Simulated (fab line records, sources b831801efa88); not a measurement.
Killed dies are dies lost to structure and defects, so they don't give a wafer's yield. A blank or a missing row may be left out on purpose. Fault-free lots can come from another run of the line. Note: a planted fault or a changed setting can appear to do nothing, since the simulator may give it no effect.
fab line records / flow sfq_line
[record] lots = 14 wafers = 42 last_day = 82
route steps=325 shown M4@148
lots that met no fault: taken from a fault-free run of the same line
start_h: hours from the record's opening day to when the first of the lot's shown wafers began / wait_h: how many hours have passed since the lot's step before this one / " unchanged from the row above / L1.1+2: a single row standing in for several wafers / - no value, or no start was given / * or withheld: withheld / < > ~ a bound
route shown NAME@n: a module of which the file shows steps, and the number in the route of the first / usual: mean and standard deviation over wafers with no fault / same: alike in all rows / chamber/n: place in a boat / sites: the reading at each site / _std_site: standard deviation across them / _edge_site: mean of outer sites minus mean of inner sites / radius_mm: how far each site lies from the wafer's centre / mask NAME#n: copy n / behind: the last tool/chamber to shape the wafer / hold: the reason the lot was held/the length of the hold in hours/how it ended / device: whichever transistor did not switch (one of n, p or np) / end of line: at the end of the route, the tests of the same wafers / a step given without rows: its recipe and nothing more / killed: not the wafer's yield, but the dies lost to structure and defects at the first sort / map: a wafer's dies, x killed, . not, _ none there
set.NAME: the setting that was run; set.NAME@STEP: the one run at that earlier step / model.NAME: the simulator's own value behind a step, which no gauge read
steps of the route over a sample of lots; a table a step, a row a wafer
services: from which hour (start_h, from the record's first day; less than 0 if before it) a tool's chamber was out of use, for how many hours, and why
[[steps]]
[step SFQ_TRILAYER_M4_DEP_PRE_CLEAN_092]
[recipe] gas = Ar time_s = 22.5 bias_v = 250
[usual] bias_v = 250.1/2.1 time_s = 22.5/0
lot.wafer=L663.1 tool=pvd_sputter-03 chamber=- start_h=851.99 wait_h=0.0 bias_v=249.6 time_s=22.5
lot.wafer=L663.2 tool=pvd_sputter-03 chamber=- start_h=851.99 wait_h=0.0 bias_v=250.3 time_s=22.5
lot.wafer=L663.3 tool=pvd_sputter-03 chamber=- start_h=851.99 wait_h=0.0 bias_v=246.4 time_s=22.5
lot.wafer=L665.3 tool=pvd_sputter-04 chamber=- start_h=863.92 wait_h=0.0 bias_v=248.2 time_s=22.5
lot.wafer=L665.4 tool=pvd_sputter-04 chamber=- start_h=863.92 wait_h=0.0 bias_v=251.9 time_s=22.5
lot.wafer=L665.6 tool=pvd_sputter-04 chamber=- start_h=863.92 wait_h=0.0 bias_v=249.3 time_s=22.5
lot.wafer=L669.2 tool=pvd_sputter-03 chamber=- start_h=995.67 wait_h=0.0 bias_v=245.4 time_s=22.5
lot.wafer=L669.3 tool=pvd_sputter-03 chamber=- start_h=995.67 wait_h=0.0 bias_v=247.3 time_s=22.5
lot.wafer=L669.6 tool=pvd_sputter-03 chamber=- start_h=995.67 wait_h=0.0 bias_v=250.6 time_s=22.5
lot.wafer=L671.4 tool=pvd_sputter-03 chamber=- start_h=1000.39 wait_h=0.0 bias_v=- time_s=-
lot.wafer=L671.5 tool=pvd_sputter-03 chamber=- start_h=1000.39 wait_h=0.0 bias_v=- time_s=-
lot.wafer=L671.6 tool=pvd_sputter-03 chamber=- start_h=1000.39 wait_h=0.0 bias_v=- time_s=-
lot.wafer=L672.1 tool=pvd_sputter-04 chamber=- start_h=1001.59 wait_h=0.0 bias_v=- time_s=-
lot.wafer=L672.3 tool=pvd_sputter-04 chamber=- start_h=1001.59 wait_h=0.0 bias_v=- time_s=-
lot.wafer=L672.6 tool=pvd_sputter-04 chamber=- start_h=1001.59 wait_h=0.0 bias_v=- time_s=-
lot.wafer=L674.1 tool=pvd_sputter-03 chamber=- start_h=1200.87 wait_h=0.0 bias_v=249.9 time_s=22.5
lot.wafer=L674.3 tool=pvd_sputter-03 chamber=- start_h=1200.87 wait_h=0.0 bias_v=251.4 time_s=22.5
lot.wafer=L674.4 tool=pvd_sputter-03 chamber=- start_h=1200.87 wait_h=0.0 bias_v=249.2 time_s=22.5
lot.wafer=L675.3 tool=pvd_sputter-03 chamber=- start_h=1210.58 wait_h=0.0 bias_v=250.8 time_s=22.5
lot.wafer=L675.4 tool=pvd_sputter-03 chamber=- start_h=1210.58 wait_h=0.0 bias_v=247.6 time_s=22.5
lot.wafer=L675.5 tool=pvd_sputter-03 chamber=- start_h=1210.58 wait_h=0.0 bias_v=250.6 time_s=22.5
lot.wafer=L676.2 tool=pvd_sputter-04 chamber=- start_h=1215.38 wait_h=0.0 bias_v=248.8 time_s=22.5
lot.wafer=L676.4 tool=pvd_sputter-04 chamber=- start_h=1215.38 wait_h=0.0 bias_v=250.4 time_s=22.5
lot.wafer=L676.5 tool=pvd_sputter-04 chamber=- start_h=1215.38 wait_h=0.0 bias_v=247.6 time_s=22.5
lot.wafer=L678.1 tool=pvd_sputter-03 chamber=- start_h=1228.58 wait_h=0.0 bias_v=249.8 time_s=22.5
lot.wafer=L678.5 tool=pvd_sputter-03 chamber=- start_h=1228.58 wait_h=0.0 bias_v=247.3 time_s=22.5
lot.wafer=L678.6 tool=pvd_sputter-03 chamber=- start_h=1228.58 wait_h=0.0 bias_v=252.5 time_s=22.5
lot.wafer=L679.3 tool=pvd_sputter-06 chamber=- start_h=1287.14 wait_h=0.0 bias_v=249.1 time_s=22.5
lot.wafer=L679.5 tool=pvd_sputter-06 chamber=- start_h=1287.14 wait_h=0.0 bias_v=251.9 time_s=22.5
lot.wafer=L679.6 tool=pvd_sputter-06 chamber=- start_h=1287.14 wait_h=0.0 bias_v=253.0 time_s=22.5
lot.wafer=L680.1 tool=pvd_sputter-04 chamber=- start_h=1291.94 wait_h=0.0 bias_v=250.5 time_s=22.5
lot.wafer=L680.2 tool=pvd_sputter-04 chamber=- start_h=1291.94 wait_h=0.0 bias_v=248.1 time_s=22.5
lot.wafer=L680.3 tool=pvd_sputter-04 chamber=- start_h=1291.94 wait_h=0.0 bias_v=247.4 time_s=22.5
lot.wafer=L682.1 tool=pvd_sputter-06 chamber=- start_h=1323.14 wait_h=0.0 bias_v=251.5 time_s=22.5
lot.wafer=L682.3 tool=pvd_sputter-06 chamber=- start_h=1323.14 wait_h=0.0 bias_v=249.9 time_s=22.5
lot.wafer=L682.5 tool=pvd_sputter-06 chamber=- start_h=1323.14 wait_h=0.0 bias_v=250.6 time_s=22.5
lot.wafer=L683.1 tool=pvd_sputter-03 chamber=- start_h=1324.34 wait_h=0.0 bias_v=247.0 time_s=22.5
lot.wafer=L683.2 tool=pvd_sputter-03 chamber=- start_h=1324.34 wait_h=0.0 bias_v=249.3 time_s=22.5
lot.wafer=L683.5 tool=pvd_sputter-03 chamber=- start_h=1324.34 wait_h=0.0 bias_v=251.2 time_s=22.5
lot.wafer=L685.2 tool=pvd_sputter-03 chamber=- start_h=1327.94 wait_h=0.0 bias_v=250.8 time_s=22.5
lot.wafer=L685.3 tool=pvd_sputter-03 chamber=- start_h=1327.94 wait_h=0.0 bias_v=252.4 time_s=22.5
lot.wafer=L685.4 tool=pvd_sputter-03 chamber=- start_h=1327.94 wait_h=0.0 bias_v=250.7 time_s=22.5
[[services]]
tool=pvd_sputter-03 chamber=- start_h=864.23 hours=9.0 kind=repair
tool=pvd_sputter-06 chamber=- start_h=903.01 hours=3.6 kind=repair
tool=pvd_sputter-03 chamber=- start_h=944.57 hours=3.2 kind=repair
tool=pvd_sputter-03 chamber=- start_h=980.36 hours=2.0 kind=repair
tool=pvd_sputter-03 chamber=- start_h=1029.21 hours=3.7 kind=repair
tool=pvd_sputter-03 chamber=- start_h=1035.27 hours=3.1 kind=repair
tool=pvd_sputter-04 chamber=- start_h=1053.83 hours=7.1 kind=repair
tool=pvd_sputter-06 chamber=- start_h=1083.72 hours=1.4 kind=repair
tool=pvd_sputter-06 chamber=- start_h=1092.58 hours=38.4 kind=repair
tool=pvd_sputter-04 chamber=- start_h=1133.10 hours=3.7 kind=repair
tool=pvd_sputter-03 chamber=- start_h=1164.80 hours=2.4 kind=repair
tool=pvd_sputter-04 chamber=- start_h=1268.13 hours=8.5 kind=repair
tool=pvd_sputter-04 chamber=- start_h=1315.85 hours=1.5 kind=repair
tool=pvd_sputter-04 chamber=- start_h=1318.17 hours=110.0 kind=repair
tool=pvd_sputter-04 chamber=- start_h=1320.65 hours=2.2 kind=repair
tool=pvd_sputter-03 chamber=- start_h=1322.28 hours=1.7 kind=repair
[[key]]
[first_sign] step = SFQ_TRILAYER_M4_DEP_PRE_CLEAN_092 reading = tool_record direction = missing
effect none on later readings
met_at SFQ_TRILAYER_M4_DEP_PRE_CLEAN_092
struck_lots L671,L672
onset_between 995.67 1000.39
[fault] kind = skipped_step_whole tool = pvd_sputter-03,pvd_sputter-04 chamber = - onset_h = 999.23 steps = SFQ_TRILAYER_M4_DEP_PRE_CLEAN_092 scope = struck_lots_only
